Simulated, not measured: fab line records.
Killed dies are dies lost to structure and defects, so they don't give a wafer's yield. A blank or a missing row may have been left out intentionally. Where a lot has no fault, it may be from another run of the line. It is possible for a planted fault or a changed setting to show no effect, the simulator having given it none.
Comparing a struck lot with a sound one :: flow sky130 :: 15 steps out of a route of 708
Sound: the wafers L322.1, L322.4, L322.6. Struck: wafer L339.3. (L339.2, L339.4 of the same lot were not struck and are left out.) The cause comes at the end.
Order at every step that has rows: each side's tool, ch and its chambers, its first start. Under that, the readings that differ: sound wafers :: struck wafers :: difference of the means :: sigmas: that difference in standard deviations of wafers without a fault.
alike: a reading whose means differ by less than 2 such deviations, as well as words and numbers matching on both sides. not compared: withheld readings; readings where some wafer has no value; bounds like >300 that might hide an equal value; numbers whose values overlap and for which the record gives no deviation.
Wherever a step has rows on one side only, a row that says differs or no value, or a row with sigmas, the two part there. Numbers that don't overlap but have no deviation are shown without sigmas and don't part them. A reading missing from all wafers of one side parts the sides only when that side holds two or more wafers.

SKY_VIA3_CD_MEAS_12: target cd 200 nm.
  struck on cd_sem-02, day 43 15:55; sound on cd_sem-01, day 39 06:37
reading: cd_nm (nm)
sound: 199.3 198.3 199.2
struck: 202.9
difference: +4.0
sigmas: +3
SKY_VIA3_OVL_MEAS_13:
  struck on overlay-02, day 43 16:02; sound on overlay-01, day 39 06:44
  alike: VIA3_OVL
SKY_VIA3_ETCH_14: etches BARC in N2/H2, stops on SiO2, time 45.9 s, target depth 60 nm.
  sound on rie_diel-04 ch 2,3, day 39 06:47; struck on rie_diel-04 ch 0, day 43 16:04
  alike: drypump_motor_current_A, h2_flow_sccm, oes_product_au, throttle_valve_pct
  not compared: rf_hours_counter_h
SKY_VIA3_ETCH_15: etches SiO2 in C4F8/O2/Ar, stops on TiN, target depth 507 nm, time 78 s.
  sound on rie_diel-04 ch 2,3, day 39 06:49; struck on rie_diel-04 ch 0, day 43 16:07
reading: oes_product_au (a.u.)
sound: 0.945 0.941 0.945
struck: 0.955
difference: +0.011
sigmas: +2
SKY_VIA3_STRIP_16: strips in O2/N2.
  sound on plasma_asher-02 ch 0,1, day 39 06:53; struck on plasma_asher-01 ch 1, day 43 16:13
reading: oes_product_au (a.u.)
sound: 0.394 0.397 0.393
struck: 0.404
difference: +0.009
sigmas: +2
  alike: drypump_motor_current_A, strip_time_to_endpoint_s
  not compared: rf_hours_counter_h
then, 4 steps without rows for these wafers: SKY_VIA3_STRIP_17 (strips in post etch residue remover, time 1200 s); SKY_VIA3_CLEAN_18 (cleans in IPA, time 180 s); SKY_VIA3_CLEAN_19 (cleans in O3/DIW); SKY_VIA3_SPUTTER_20 (material TiN, target thk 20 nm, time 80 s).
SKY_VIA3_CVD_21: deposits W, target thk 390 nm, time 117.31 s.
  sound on cvd_w-02 ch 0,1, day 39 07:35; struck on cvd_w-02 ch 0, day 43 17:08
  alike: heater_power_w
SKY_VIA3_RS_MEAS_22: the measuring method here is four-point-probe.
  struck on film_metro-03, day 43 17:16; sound on film_metro-01, day 39 07:43
  alike: VIA3_W_RS
SKY_VIA3_THK_MEAS_23: measures by xrf.
  struck on film_metro-03, day 43 17:23; sound on film_metro-01, day 39 07:50
  alike: VIA3_W_THK
SKY_VIA3_CMP_24: polishes, stops on SiO2, t overpolish 20 s, target thk 0 nm.
  sound on cmp-02 ch 0,2, day 39 07:53; struck on cmp-02 ch 3, day 43 17:32
reading: overpolish_run_s (s)
sound: 19.984 20.012 19.992
struck: 0.037
difference: -19.959
sigmas: -99 or more

reading: time_to_endpoint_s (s)
sound: 99 96 102
struck: 150
difference: +51
sigmas: +10
  alike: motor_current_A
SKY_METAL4_SPUTTER_00: material Ti, target thk 15 nm, time 10 s.
  the record has rows for the sound wafers here (pvd_sputter-02, day 39 08:11) and none for the struck ones
-- the record jumps here: 5 days lie between the struck wafers' starts before and after (it left off in module METAL4 and takes up again in module PAD_OPEN, whose first step shown is number 708 of the route) --
SKY_PAD_OPEN_PROBE_99:
  struck on prober-02, day 49 03:47; sound on prober-02, day 45 11:23
reading: defect_limited_yield (%)
sound: 83.1 82.5
struck: 0
difference: -83
sigmas: -46

reading: killed_at_M0_to_M3
sound: 41 54
struck: 444
difference: +396
sigmas: +65

reading: killed_dies
sound: 83 86
struck: 492
difference: +408
sigmas: +46

reading: killed_on_rim
sound: 14 16
struck: 96
difference: +81
sigmas: +22

reading: sort_bin_3_pad_short (%)
sound: 0.4 0.8
struck: 81.3
difference: +80.7
sigmas: +99 or more

reading: sort_bin_5_function (%)
sound: 12.6 10.0
struck: 14.6
difference: +3.3
sigmas: +2

reading: sort_n_pass
sound: 409 406
struck: 0
difference: -408
sigmas: -46

reading: sort_yield_pct (%)
sound: 83.1 82.5
struck: 0
difference: -83
sigmas: -46
  alike: killed_at_M4_up, killed_at_contacts, killed_at_front_end, killed_at_other, killed_open, killed_short, sort_bin_6_memory

## WHERE THEY PART
Last at SKY_PAD_OPEN_PROBE_99 as far as this record goes, first at SKY_VIA3_CD_MEAS_12.

WHY: the cause the simulator had injected
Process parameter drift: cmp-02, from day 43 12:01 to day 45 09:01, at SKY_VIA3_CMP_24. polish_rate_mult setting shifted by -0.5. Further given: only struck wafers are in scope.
